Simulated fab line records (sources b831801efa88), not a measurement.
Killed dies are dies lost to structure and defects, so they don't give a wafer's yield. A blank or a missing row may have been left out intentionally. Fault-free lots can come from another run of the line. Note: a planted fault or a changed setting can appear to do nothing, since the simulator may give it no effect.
fab line records	flow sky130
[record] lots = 6	wafers = 18	last_day = 50
route steps=708 shown VIA1@474 METAL2@483 PAD_OPEN@708
lots with no fault: from the same line, run without faults
start_h: the number of hours between the record's first day and the start of the first shown wafer of the lot	wait_h: time in hours since the lot's previous step	" as in the row above	L1.1+2: a row that stands for several wafers	- either no value or no given start	* or withheld: withheld	< > ~ a bound
route shown NAME@n: NAME is a module with steps in the file, n the number in the route of the first one	usual: mean/standard deviation taken from wafers without a fault	same: alike in all rows	chamber/n: place in a boat	sites: per-site readings	_std_site: standard deviation across them	_edge_site: inner sites' mean taken away from outer sites' mean	radius_mm: how far each site lies from the wafer's centre	mask NAME#n: copy n	behind: the last tool/chamber to shape the wafer	hold: the reason the lot was held/the length of the hold in hours/how it ended	device: whichever transistor did not switch (one of n, p or np)	end of line: the tests these same wafers got at the end of their route	a step with no rows: only its recipe	killed: dies that structure and defects cost at the first sort, which is not the same as the wafer's yield	map: a wafer's dies, x killed, . not, _ none there
set.NAME: the setting the step ran with; set.NAME@STEP: the setting that earlier step ran with	model.NAME: the simulator's own value behind a step, which no gauge read
lots at some steps of the route; a table a step, a row a wafer
services: a tool's chamber out of use, with start hour (start_h, from the record's first day; less than 0 if before it), hours out, and reason
[[steps]]
[step SKY_VIA1_STRIP_16]
[recipe] chemistry = O2/N2	power_w = 1400	pressure_mtorr = 1500	platen_temp_c = withheld	o2_flow_sccm = 3000	n2_flow_sccm = 300	overash_fraction = 0.5
[step SKY_VIA1_STRIP_17]
[recipe] chemistry = post_etch_residue_remover	time_s = 1200	temp_c = 72.5
[step SKY_VIA1_CLEAN_18]
[recipe] chemistry = IPA	time_s = 180	temp_c = 25
[step SKY_VIA1_CLEAN_19]
[recipe] chemistry = O3/DIW	dry = n2_spin
[step SKY_VIA1_SPUTTER_20]
[recipe] material = TiN	target_thk_nm = 20	chamber_pressure_pa = 5	power_w = 4000	time_s = 80
[step SKY_VIA1_CVD_21]
[recipe] material = W	target_thk_nm = 270	time_s = 80.902	temp_c = 400	pressure_torr = 40
[usual] heater_power_w = 861/74
lot.wafer	tool	chamber	start_h	wait_h	heater_power_w
L747.1	cvd_w-01	1	787.25	0.0	962
L747.2	"	0	"	"	797
L747.5	"	0	"	"	794
L754.1	cvd_w-02	0	851.25	0.0	952
L754.3	"	0	"	"	925
L754.6	"	0	"	"	936
L757.1	cvd_w-01	1	876.12	0.0	918
L757.4	"	1	"	"	934
L757.5	"	0	"	"	803
L761.1	cvd_w-02	1	894.02	0.0	802
L761.2	"	0	"	"	977
L761.4	"	0	"	"	964
L767.2	cvd_w-01	0	940.61	0.1	761
L767.4	"	0	"	"	746
L767.5	"	0	"	"	732
L770.1	cvd_w-02	0	951.28	0.0	950
L770.3	"	1	"	"	851
L770.4	"	0	"	"	969
[step SKY_VIA1_RS_MEAS_22]
[recipe] thk_meas_gauge = four-point-probe	reads = W_of_VIA1_CVD_21+TiN_of_VIA1_SPUTTER_20
[usual] VIA1_W_RS = 0.426/0.0041
lot.wafer	tool	chamber	start_h	wait_h	VIA1_W_RS[ohm/sq]
L747.1	film_metro-03	-	787.34	0.1	0.422
L747.2	"	-	"	"	0.426
L747.5	"	-	"	"	0.421
L754.1	film_metro-02	-	851.34	0.1	0.423
L754.3	"	-	"	"	0.427
L754.6	"	-	"	"	0.427
L757.1	film_metro-04	-	876.22	0.1	0.426
L757.4	"	-	"	"	0.426
L757.5	"	-	"	"	0.435
L761.1	film_metro-02	-	894.11	0.1	0.424
L761.2	"	-	"	"	0.416
L761.4	"	-	"	"	0.419
L767.2	film_metro-02	-	940.79	0.1	0.424
L767.4	"	-	"	"	0.427
L767.5	"	-	"	"	0.425
L770.1	film_metro-04	-	951.37	0.1	0.424
L770.3	"	-	"	"	0.420
L770.4	"	-	"	"	0.419
[step SKY_VIA1_THK_MEAS_23]
[recipe] thk_meas_gauge = xrf	reads = W_of_VIA1_CVD_21
[usual] VIA1_W_THK = 265/3.2
lot.wafer	tool	chamber	start_h	wait_h	VIA1_W_THK[nm]
L747.1	film_metro-03	-	787.46	0.1	267
L747.2	"	-	"	"	265
L747.5	"	-	"	"	267
L754.1	film_metro-02	-	851.46	0.1	270
L754.3	"	-	"	"	266
L754.6	"	-	"	"	270
L757.1	film_metro-04	-	876.34	0.1	262
L757.4	"	-	"	"	262
L757.5	"	-	"	"	258
L761.1	film_metro-02	-	894.23	0.1	267
L761.2	"	-	"	"	272
L761.4	"	-	"	"	270
L767.2	film_metro-02	-	940.90	0.1	265
L767.4	"	-	"	"	264
L767.5	"	-	"	"	265
L770.1	film_metro-04	-	951.49	0.1	264
L770.3	"	-	"	"	265
L770.4	"	-	"	"	265
[step SKY_VIA1_CMP_24]
[recipe] stop_on = SiO2	t_overpolish_s = 15	down_force_psi = 3.5	platen_rpm = 60	target_thk_nm = 0	pad_velocity_m_s = 0.94248
[step SKY_METAL2_SPUTTER_00]
[recipe] material = Ti	target_thk_nm = 15	power_w = 3000	time_s = 10	chamber_pressure_pa = 0.4
[usual] throttle_valve_pct = 29.9/1.3
lot.wafer	tool	chamber	start_h	wait_h	throttle_valve_pct
L747.1	pvd_sputter-04	-	787.82	0.1	28.1
L747.2	"	-	"	"	28.3
L747.5	"	-	"	"	29.4
L754.1	pvd_sputter-03	-	851.82	0.2	29.6
L754.3	"	-	"	"	28.8
L754.6	"	-	"	"	28.4
L757.1	pvd_sputter-04	-	876.70	0.2	29.4
L757.4	"	-	"	"	30.2
L757.5	"	-	"	"	28.7
L761.1	pvd_sputter-04	-	894.59	0.1	30.0
L761.2	"	-	"	"	29.7
L761.4	"	-	"	"	29.4
L767.2	pvd_sputter-02	-	941.25	0.2	32.7
L767.4	"	-	"	"	30.8
L767.5	"	-	"	"	31.6
L770.1	pvd_sputter-02	-	951.85	0.2	30.9
L770.3	"	-	"	"	33.0
L770.4	"	-	"	"	29.3
[step SKY_METAL2_SPUTTER_01]
[recipe] material = TiN	target_thk_nm = 20	power_w = 6500	time_s = 16.7	chamber_pressure_pa = 0.4
[usual] throttle_valve_pct = 29.9/1.3
lot.wafer	tool	chamber	start_h	wait_h	throttle_valve_pct
L747.1	pvd_sputter-04	-	787.85	0.0	28.5
L747.2	"	-	"	"	28.0
L747.5	"	-	"	"	29.5
L754.1	pvd_sputter-03	-	851.84	0.0	29.9
L754.3	"	-	"	"	28.7
L754.6	"	-	"	"	28.4
L757.1	pvd_sputter-04	-	876.72	0.0	29.3
L757.4	"	-	"	"	30.0
L757.5	"	-	"	"	28.4
L761.1	pvd_sputter-04	-	894.61	0.0	29.9
L761.2	"	-	"	"	29.4
L761.4	"	-	"	"	29.3
L767.2	pvd_sputter-02	-	941.27	0.0	32.7
L767.4	"	-	"	"	30.8
L767.5	"	-	"	"	31.6
L770.1	pvd_sputter-02	-	951.87	0.0	30.8
L770.3	"	-	"	"	32.9
L770.4	"	-	"	"	29.5
[step SKY_METAL2_SPUTTER_02]
[recipe] material = AlCu	target_thk_nm = 250	power_w = 10600	time_s = 13.3	chamber_pressure_pa = 0.4
[usual] throttle_valve_pct = 29.8/1.3
lot.wafer	tool	chamber	start_h	wait_h	throttle_valve_pct
L747.1	pvd_sputter-04	-	787.88	0.0	28.2
L747.2	"	-	"	"	28.8
L747.5	"	-	"	"	29.8
L754.1	pvd_sputter-03	-	851.87	0.0	29.6
L754.3	"	-	"	"	28.8
L754.6	"	-	"	"	28.4
L757.1	pvd_sputter-04	-	876.74	0.0	29.6
L757.4	"	-	"	"	30.1
L757.5	"	-	"	"	28.5
L761.1	pvd_sputter-04	-	894.64	0.0	30.0
L761.2	"	-	"	"	29.7
L761.4	"	-	"	"	29.4
L767.2	pvd_sputter-02	-	941.29	0.0	32.9
L767.4	"	-	"	"	30.5
L767.5	"	-	"	"	31.8
L770.1	pvd_sputter-02	-	951.90	0.0	30.8
L770.3	"	-	"	"	32.7
L770.4	"	-	"	"	29.4
[step SKY_METAL2_SPUTTER_03]
[recipe] material = Ti	target_thk_nm = 5	power_w = 3000	time_s = 3.3	chamber_pressure_pa = 0.4
[usual] throttle_valve_pct = 29.9/1.3
lot.wafer	tool	chamber	start_h	wait_h	throttle_valve_pct	model.Ti_of_METAL2_SPUTTER_03.thk_nm
L747.1	pvd_sputter-04	-	787.90	0.0	28.1	4.891
L747.2	"	-	"	"	28.6	4.868
L747.5	"	-	"	"	29.7	4.879
L754.1	pvd_sputter-03	-	851.89	0.0	29.3	5.151
L754.3	"	-	"	"	28.7	5.182
L754.6	"	-	"	"	28.7	5.159
L757.1	pvd_sputter-04	-	876.77	0.0	29.7	2.227
L757.4	"	-	"	"	30.2	4.81
L757.5	"	-	"	"	28.5	4.79
L761.1	pvd_sputter-04	-	894.66	0.0	30.5	4.973
L761.2	"	-	"	"	29.7	2.173
L761.4	"	-	"	"	29.7	2.17
L767.2	pvd_sputter-02	-	941.32	0.0	32.8	5.001
L767.4	"	-	"	"	30.5	5.07
L767.5	"	-	"	"	31.7	4.963
L770.1	pvd_sputter-02	-	951.92	0.0	30.8	5.064
L770.3	"	-	"	"	32.9	4.922
L770.4	"	-	"	"	29.3	4.992
[step SKY_METAL2_SPUTTER_04]
[recipe] material = TiN	target_thk_nm = 70	power_w = 6500	time_s = 58.3	chamber_pressure_pa = 0.4
[usual] throttle_valve_pct = 29.8/1.3
lot.wafer	tool	chamber	start_h	wait_h	throttle_valve_pct
L747.1	pvd_sputter-04	-	787.92	0.0	28.5
L747.2	"	-	"	"	28.3
L747.5	"	-	"	"	29.4
L754.1	pvd_sputter-03	-	851.91	0.0	29.6
L754.3	"	-	"	"	28.8
L754.6	"	-	"	"	28.7
L757.1	pvd_sputter-04	-	876.79	0.0	29.3
L757.4	"	-	"	"	30.1
L757.5	"	-	"	"	28.3
L761.1	pvd_sputter-04	-	894.68	0.0	29.9
L761.2	"	-	"	"	29.2
L761.4	"	-	"	"	29.9
L767.2	pvd_sputter-02	-	941.34	0.0	32.8
L767.4	"	-	"	"	30.6
L767.5	"	-	"	"	31.8
L770.1	pvd_sputter-02	-	951.94	0.0	30.5
L770.3	"	-	"	"	32.9
L770.4	"	-	"	"	29.5
[step SKY_PAD_OPEN_PROBE_99]
[usual] defect_limited_yield = 82.2/1.9	killed_at_M0_to_M3 = 44/6.6	killed_at_M4_up = 3.4/1.9	killed_at_contacts = 25/5.6	killed_at_front_end = 15/4.6	killed_at_other = 0.3/0.6	killed_dies = 88/9.5	killed_open = 47/7.1	killed_short = 40/6.4	sort_bin_3_pad_short = 1.0/0.47	sort_bin_5_function = 10.4/1.4	sort_bin_6_memory = 6.4/1.1	sort_n_pass = 404/9.5	sort_yield_pct = 82.2/1.9
[same] gross_dies = 492	killed_at_back_side = 0	sort_bin_4_leakage[%] = 0	sort_bin_8_speed[%] = 0
lot.wafer	tool	chamber	start_h	wait_h	defect_limited_yield[%]	killed_at_M0_to_M3	killed_at_M4_up	killed_at_contacts	killed_at_front_end	killed_at_other	killed_dies	killed_open	killed_short	sort_bin_3_pad_short[%]	sort_bin_5_function[%]	sort_bin_6_memory[%]	sort_n_pass	sort_yield_pct[%]	model.etest.met2.rs_ohm_sq
L747.1	prober-02	-	1070.96	0.1	84.3	39	2	26	8	2	77	35	41	0.4	9.6	5.7	415	84.3	0.127
L747.2	prober-02	-	1071.01	0.1	81.3	42	2	34	14	0	92	57	35	0.8	10.0	7.9	400	81.3	0.1282
L747.5	prober-02	-	1071.16	0.2	79.5	38	8	27	25	3	101	46	53	2.0	12.2	6.3	391	79.5	0.1275
L754.1	prober-01	-	1119.58	0.1	84.1	43	1	23	10	1	78	43	34	0.4	8.7	6.7	414	84.1	0.1275
L754.3	prober-01	-	1119.68	0.2	82.5	44	4	19	18	1	86	41	44	0.2	10.0	7.3	406	82.5	0.1288
L754.6	prober-01	-	1119.83	0.2	83.5	46	0	21	14	0	81	44	36	1.4	8.9	6.1	411	83.5	0.1282
L757.1	prober-02	-	1137.41	0.1	81.5	48	7	23	13	0	91	41	49	1.2	10.6	6.7	401	81.5	0.1271
L757.4	prober-02	-	1137.56	0.2	84.3	37	2	20	18	0	77	50	26	1.6	9.6	4.5	415	84.3	0.1304
L757.5	prober-02	-	1137.61	0.2	83.5	44	3	20	14	0	81	45	35	0.8	8.5	7.1	411	83.5	0.1284
L761.1	prober-02	-	1152.02	0.1	82.9	49	1	24	10	0	84	44	40	0	12.4	4.7	408	82.9	0.1305
L761.2	prober-02	-	1152.07	0.1	84.1	33	6	22	16	1	78	31	47	1.2	9.6	5.1	414	84.1	0.1246
L761.4	prober-02	-	1152.17	0.2	85.6	31	3	21	16	0	71	35	36	0.4	8.1	5.9	421	85.6	0.1249
L767.2	prober-01	-	1185.72	0.1	80.9	44	10	20	20	0	94	49	45	1.0	10.4	7.7	398	80.9	0.1272
L767.4	prober-01	-	1185.82	0.2	81.1	37	3	28	25	0	93	50	43	1.0	10.6	7.3	399	81.1	0.1286
L767.5	prober-01	-	1185.87	0.2	84.3	42	1	22	12	0	77	41	36	1.0	10.0	4.7	415	84.3	0.1285
L770.1	prober-02	-	1193.04	0.1	80.9	55	5	18	16	0	94	50	44	1.2	11.8	6.1	398	80.9	0.1294
L770.3	prober-02	-	1193.14	0.2	82.3	49	7	24	7	0	87	46	41	0.6	10.0	7.1	405	82.3	0.1296
L770.4	prober-02	-	1193.19	0.2	81.7	40	4	33	13	0	90	48	42	1.8	10.2	6.3	402	81.7	0.1298
// killed by level:class
L747.1 CONTACT:geometric_particle:open=9 LOCAL_INTERCONNECT:geometric_particle:short=9 VIA1:geometric_particle:open=7 VIA2:geometric_particle:open=7 VIA1:geometric_particle:short=6 POLY_GATE:geometric_particle:short=4 LI_CONTACT:geometric_particle:short=4 METAL1:geometric_particle:open=4
L747.2 CONTACT:geometric_particle:open=17 VIA1:geometric_particle:open=9 VIA2:geometric_particle:open=8 LI_CONTACT:geometric_particle:open=7 METAL1:geometric_particle:short=7 POLY_GATE:geometric_particle:open=6 VIA1:geometric_particle:short=5 CONTACT:geometric_particle:short=4
L747.5 CONTACT:geometric_particle:open=9 VIA1:geometric_particle:open=9 CONTACT:geometric_particle:short=8 FIELD_ISO:geometric_particle:open=7 METAL4:geometric_particle:short=7 FIELD_ISO:geometric_particle:short=6 LI_CONTACT:geometric_particle:open=6 POLY_GATE:geometric_particle:short=5
L754.1 VIA3:geometric_particle:open=14 LOCAL_INTERCONNECT:geometric_particle:short=7 VIA1:geometric_particle:open=7 CONTACT:geometric_particle:short=7 METAL2:geometric_particle:short=5 VIA2:geometric_particle:open=5 CONTACT:geometric_particle:open=4 FIELD_ISO:geometric_particle:open=3
L754.3 METAL1:geometric_particle:short=11 CONTACT:geometric_particle:open=10 VIA1:geometric_particle:open=8 POLY_GATE:geometric_particle:short=7 VIA3:geometric_particle:open=6 METAL2:geometric_particle:short=5 VIA2:geometric_particle:open=4 FIELD_ISO:geometric_particle:open=3
L754.6 VIA1:geometric_particle:open=11 CONTACT:geometric_particle:open=7 LOCAL_INTERCONNECT:geometric_particle:short=5 METAL1:geometric_particle:short=5 VIA1:geometric_particle:short=5 VIA3:geometric_particle:open=5 POLY_GATE:geometric_particle:open=4 POLY_GATE:geometric_particle:short=4
L757.1 VIA1:geometric_particle:open=14 VIA1:geometric_particle:short=8 CONTACT:geometric_particle:open=7 POLY_GATE:geometric_particle:short=6 METAL2:geometric_particle:short=5 LOCAL_INTERCONNECT:geometric_particle:short=5 CONTACT:geometric_particle:short=5 METAL1:geometric_particle:short=5
L757.4 LI_CONTACT:geometric_particle:open=10 VIA1:geometric_particle:open=9 CONTACT:geometric_particle:open=8 POLY_GATE:geometric_particle:open=6 VIA1:geometric_particle:short=6 VIA2:geometric_particle:open=5 VIA3:geometric_particle:short=5 VIA3:geometric_particle:open=4
L757.5 VIA1:geometric_particle:open=13 CONTACT:geometric_particle:open=8 LI_CONTACT:geometric_particle:open=6 VIA2:geometric_particle:open=5 VIA3:geometric_particle:short=5 LI_CONTACT:geometric_particle:short=4 VIA1:geometric_particle:short=4 VIA3:geometric_particle:open=4
L761.1 VIA1:geometric_particle:open=9 LI_CONTACT:geometric_particle:open=8 METAL1:geometric_particle:short=8 VIA2:geometric_particle:open=7 VIA3:geometric_particle:open=6 LOCAL_INTERCONNECT:geometric_particle:short=5 CONTACT:geometric_particle:open=5 VIA1:geometric_particle:short=5
L761.2 CONTACT:geometric_particle:open=7 VIA1:geometric_particle:open=7 FIELD_ISO:geometric_particle:short=6 LI_CONTACT:geometric_particle:open=6 METAL1:geometric_particle:short=6 METAL2:geometric_particle:short=5 VIA3:geometric_particle:short=4 LOCAL_INTERCONNECT:geometric_particle:short=4
L761.4 CONTACT:geometric_particle:open=7 METAL2:geometric_particle:short=7 VIA1:geometric_particle:open=6 LI_CONTACT:geometric_particle:open=5 CONTACT:geometric_particle:short=5 POLY_GATE:geometric_particle:short=4 POLY_GATE:geometric_particle:open=4 VIA2:geometric_particle:open=4
L767.2 VIA2:geometric_particle:open=10 VIA1:geometric_particle:open=9 FIELD_ISO:geometric_particle:short=7 METAL4:geometric_particle:short=7 LI_CONTACT:geometric_particle:open=7 VIA1:geometric_particle:short=5 CONTACT:geometric_particle:open=5 VIA3:geometric_particle:open=5
L767.4 LI_CONTACT:geometric_particle:open=14 POLY_GATE:geometric_particle:short=9 FIELD_ISO:geometric_particle:open=7 VIA2:geometric_particle:open=6 CONTACT:geometric_particle:open=6 METAL1:geometric_particle:short=6 METAL2:geometric_particle:short=6 VIA1:geometric_particle:open=5
L767.5 VIA1:geometric_particle:open=14 METAL2:geometric_particle:short=9 LI_CONTACT:geometric_particle:open=7 CONTACT:geometric_particle:open=6 METAL3:geometric_particle:short=5 LI_CONTACT:geometric_particle:short=4 METAL1:geometric_particle:short=4 VIA2:geometric_particle:open=4
L770.1 VIA1:geometric_particle:open=12 METAL1:geometric_particle:short=7 VIA2:geometric_particle:open=7 CONTACT:geometric_particle:open=6 VIA1:geometric_particle:short=6 VIA3:geometric_particle:open=6 LI_CONTACT:geometric_particle:open=5 FIELD_ISO:geometric_particle:open=4
L770.3 VIA1:geometric_particle:open=13 CONTACT:geometric_particle:open=9 CONTACT:geometric_particle:short=7 METAL2:geometric_particle:short=7 VIA2:geometric_particle:open=6 VIA2:geometric_particle:short=5 METAL3:geometric_particle:short=5 VIA3:geometric_particle:open=5
L770.4 LI_CONTACT:geometric_particle:open=12 LOCAL_INTERCONNECT:geometric_particle:short=9 CONTACT:geometric_particle:open=9 METAL2:geometric_particle:short=7 VIA3:geometric_particle:open=7 VIA2:geometric_particle:open=6 METAL1:geometric_particle:short=6 VIA1:geometric_particle:open=6
[[services]]
tool	chamber	start_h	hours	kind
pvd_sputter-02	-	776.67	4.0	repair
cvd_w-01	-	778.07	0.5	repair
pvd_sputter-02	1	803.47	-	consumable_replace:kit
pvd_sputter-02	1	803.47	18.0	scheduled_down
pvd_sputter-02	1	803.47	18.0	vent_cycle
cvd_w-01	1	831.93	11.4	repair
pvd_sputter-03	-	832.97	0.5	repair
cvd_w-01	0	836.09	4.9	repair
cvd_w-02	-	852.52	1.0	repair
pvd_sputter-04	1	883.01	-	consumable_replace:kit
pvd_sputter-04	1	883.01	18.0	scheduled_down
pvd_sputter-04	1	883.01	18.0	vent_cycle
pvd_sputter-02	-	894.16	0.6	repair
pvd_sputter-03	-	900.35	0.5	repair
cvd_w-01	-	904.00	14.0	pm
cvd_w-01	0	904.00	14.0	vent_cycle
cvd_w-01	1	904.00	14.0	vent_cycle
cvd_w-02	-	904.36	0.5	repair
cvd_w-02	-	913.19	1.1	repair
cvd_w-01	0	918.00	-	clean
cvd_w-01	1	918.00	-	clean
cvd_w-01	1	935.53	6.0	repair
[[key]]
first_sign none at tools or gauges
[model_effect] step = SKY_METAL2_SPUTTER_03	value = Ti_of_METAL2_SPUTTER_03.thk_nm	without = 4.859	struck = 2.19
[model_effect] step = SKY_PAD_OPEN_PROBE_99	value = etest.met2.rs_ohm_sq	without = 0.1287	struck = 0.1255
met_at SKY_METAL2_SPUTTER_03
struck_wafers L757.1,L761.2,L761.4
onset_between 787.90 876.77
[fault] kind = process_parameter_drift	tool = pvd_sputter-04	chamber = -	onset_h = 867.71	steps = SKY_METAL2_SPUTTER_03	channel = target_thk_nm	offset = -2.669	shape = step	end_h = 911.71	acts_in = these_recipes_only	stated = 5	scope = struck_wafers_only
